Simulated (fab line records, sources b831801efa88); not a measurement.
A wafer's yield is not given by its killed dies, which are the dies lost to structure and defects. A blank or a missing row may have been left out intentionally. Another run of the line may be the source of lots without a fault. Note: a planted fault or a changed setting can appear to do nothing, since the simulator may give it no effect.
Chamber matching || flow gf180mcu || GF_V5_CVD_00 on hdpcvd-01 has 3 sister chambers
The step deposits SiO2, target thk 300 nm, time 50 s. 3 wafers are shown with their chamber, then 7 later ones without.

WAFERS WITH THEIR CHAMBER
{"wafer": "L525.1", "chamber": 0, "run-length-s (s)": 77.6}
{"wafer": "L531.3", "chamber": 2, "run-length-s (s)": 78.7}
{"wafer": "L531.4", "chamber": 1, "run-length-s (s)": 77.6}

WAFERS WHOSE CHAMBER IS MISSING
{"wafer": "L531.5", "run-length-s (s)": 77.8}
{"wafer": "L536.3", "run-length-s (s)": 78.8}
{"wafer": "L536.4", "run-length-s (s)": 78.4}
{"wafer": "L536.6", "run-length-s (s)": 78.1}
{"wafer": "L541.1", "run-length-s (s)": 78.1}
{"wafer": "L541.3", "run-length-s (s)": 78.1}
{"wafer": "L541.4", "run-length-s (s)": 78.5}

WHICH CHAMBER EACH WENT THROUGH
{"wafer": "L531.5", "from the rows above": "can't be placed: 0 or 1 or 2", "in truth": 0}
{"wafer": "L536.3", "from the rows above": 2, "in truth": 2}
{"wafer": "L536.4", "from the rows above": "can't be placed: 2 or 0 or 1", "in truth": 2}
{"wafer": "L536.6", "from the rows above": "can't be placed: 0 or 1 or 2", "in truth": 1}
{"wafer": "L541.1", "from the rows above": "can't be placed: 0 or 1 or 2", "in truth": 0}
{"wafer": "L541.3", "from the rows above": "can't be placed: 0 or 1 or 2", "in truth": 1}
{"wafer": "L541.4", "from the rows above": "can't be placed: 2 or 0 or 1", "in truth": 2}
Correct placement for 1 of the 7. Can't be placed from these rows: 6 (the true chamber is among the candidates in 6). 0 placed wrongly.
How it was worked out, from the rows above alone: a wafer's distance from a chamber is the root of the sum, over the readings, of the square of ((its reading less the chamber's mean) divided by the reading's scatter). If the next closest chamber is less than 2 further off than the closest, the wafer can't be placed; otherwise it belongs to the closest. A chamber's mean is the mean of its shown wafers. The scatter: root of mean squared gap, hidden wafer to nearest shown wafer, with one shown wafer a chamber.
